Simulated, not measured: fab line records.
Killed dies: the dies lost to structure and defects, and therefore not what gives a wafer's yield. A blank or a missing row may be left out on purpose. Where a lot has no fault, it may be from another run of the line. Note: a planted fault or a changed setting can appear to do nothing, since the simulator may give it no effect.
A lot that was struck, set against a sound lot / flow sfq_line / 18 out of 325 route steps
Sound: wafers L927.2, L927.4, L927.5. Wafers L918.4, L918.5, L918.6 were the ones struck. The cause is named last.
For every step that has rows: the tool of each side, followed by ch and its chambers, followed by its first start. Under that, the readings that differ: sound wafers / struck wafers / difference of the means / sigmas: that difference in standard deviations of wafers without a fault.
alike: readings with means less than 2 such deviations apart, plus words and numbers identical on both sides. not compared: withheld readings, readings lacking a value on some wafer, bounds such as >300 that could conceal the same value, and numbers that have no deviation in the record and whose values overlap.
Wherever a step has rows on one side only, a row that says differs or no value, or a row with sigmas, the two part there. Numbers that don't overlap but have no deviation are shown without sigmas and don't part them. Lack of a reading on every wafer of one side parts them only where that side has two or more wafers.

first, 3 steps without rows for these wafers: SFQ_TRILAYER_R5_LITHO_EXPOSE_137 (exposes mask R5, target cd 500 nm); SFQ_TRILAYER_R5_LITHO_PEB_139 (peb time 60 s); SFQ_TRILAYER_R5_LITHO_DEVELOP_138 (time 60 s).
SFQ_R5_OVL_MEAS_935:
  sound on overlay-02, day 63 05:38; struck on overlay-02, day 56 21:00
  alike: R5_OVL
SFQ_TRILAYER_R5_BARC_OPEN_METAL_ETCH_177: etches BARC in O2, target depth 125 nm, time 41.7 s.
  sound on rie_metal-03 ch 0, day 63 05:40; struck on rie_metal-01 ch 0,1, day 56 21:02
  alike: drypump_motor_current_A, oes_product_au
  not compared: rf_hours_counter_h
SFQ_TRILAYER_R5_ETCH_METAL_ETCH_139: etches the open film in Cl2, stops on SiO2, target depth 60 nm, time 40 s.
  sound on rie_metal-03 ch 0, day 63 05:43; struck on rie_metal-01 ch 0,1, day 56 21:05
  alike: drypump_motor_current_A, oes_product_au
  not compared: rf_hours_counter_h
SFQ_TRILAYER_R5_STRIP_STRIP_140: strips in O2.
  sound on rie_metal-03 ch 0, day 63 05:47; struck on rie_metal-01 ch 0,1, day 56 21:20
reading=oes_product_au (a.u.); sound=1.017 1.007 1.009; struck=0.986 1.005 0.984; difference=-0.019; sigmas=-2
  alike: drypump_motor_current_A
  not compared: rf_hours_counter_h
then, 1 step without rows for these wafers: SFQ_TRILAYER_R5_STRIP_SOLV_CLEAN_141 (cleans in NMP, time 600 s).
SFQ_TRILAYER_A5C_DEP_PECVD_142: deposits SiO2 from SiH4/N2O, time 15.556 s, target thk 70 nm.
  sound on pecvd-02 ch 0,1,2, day 63 06:33; struck on pecvd-02 ch 0,1,2, day 56 21:55
  alike: heater_power_w, throttle_valve_pct
then, 3 steps without rows for these wafers: SFQ_TRILAYER_I5_LITHO_COAT_149 (resist thk 62 nm); SFQ_TRILAYER_I5_LITHO_COAT_144 (resist thk 650 nm); SFQ_TRILAYER_I5_LITHO_SOFTBAKE_148.
-- the record jumps here: 3 days lie between the struck wafers' starts before and after --
SFQ_TRILAYER_I5_LITHO_EXPOSE_145: exposes mask I5, target cd 700 nm.
  sound on krf_scanner-01 ch 0, day 63 07:39; struck on krf_scanner-02 ch 0, day 59 21:50
reading=exposure_dose_mJ_cm2; sound=21.309 21.265 21.273; struck=20.831 20.825 20.875; difference=-0.439; sigmas=-19
  alike: mask, reticle_temp_C
then, 2 steps without rows for these wafers: SFQ_TRILAYER_I5_LITHO_PEB_147 (peb time 60 s); SFQ_TRILAYER_I5_LITHO_DEVELOP_146 (time 60 s).
SFQ_I5_OVL_MEAS_936:
  sound on overlay-01, day 63 08:58; struck on overlay-01, day 59 22:45
  alike: I5_OVL
SFQ_TRILAYER_I5_BARC_OPEN_VIA_ETCH_200: etches BARC in O2, target depth 125 nm, time 41.7 s.
  sound on rie_diel-01 ch 1,3, day 63 08:59; struck on rie_diel-01 ch 0,1,2, day 59 22:46
reading=model.I5.cd_nm (nm); sound=699.8 699.4 700.2; struck=697.5 696 696.3; difference=-3.2; sigmas=
  alike: drypump_motor_current_A, oes_product_au
  not compared: rf_hours_counter_h
SFQ_TRILAYER_I5_ETCH_VIA_ETCH_147: etches the open film in CHF3, stops on Nb, target depth 360 nm.
  sound on rie_diel-01 ch 1,3, day 63 09:02; struck on rie_diel-01 ch 0,1,2, day 59 22:49
  alike: drypump_motor_current_A, oes_product_au

## WHERE THEY PART
At SFQ_TRILAYER_R5_STRIP_STRIP_140 first; at SFQ_TRILAYER_I5_LITHO_EXPOSE_145 last (within this record only). Later steps at which nothing parts them and some readings are alike: SFQ_I5_OVL_MEAS_936, SFQ_TRILAYER_I5_BARC_OPEN_VIA_ETCH_200, SFQ_TRILAYER_I5_ETCH_VIA_ETCH_147.

WHY: what had been put in by the simulator
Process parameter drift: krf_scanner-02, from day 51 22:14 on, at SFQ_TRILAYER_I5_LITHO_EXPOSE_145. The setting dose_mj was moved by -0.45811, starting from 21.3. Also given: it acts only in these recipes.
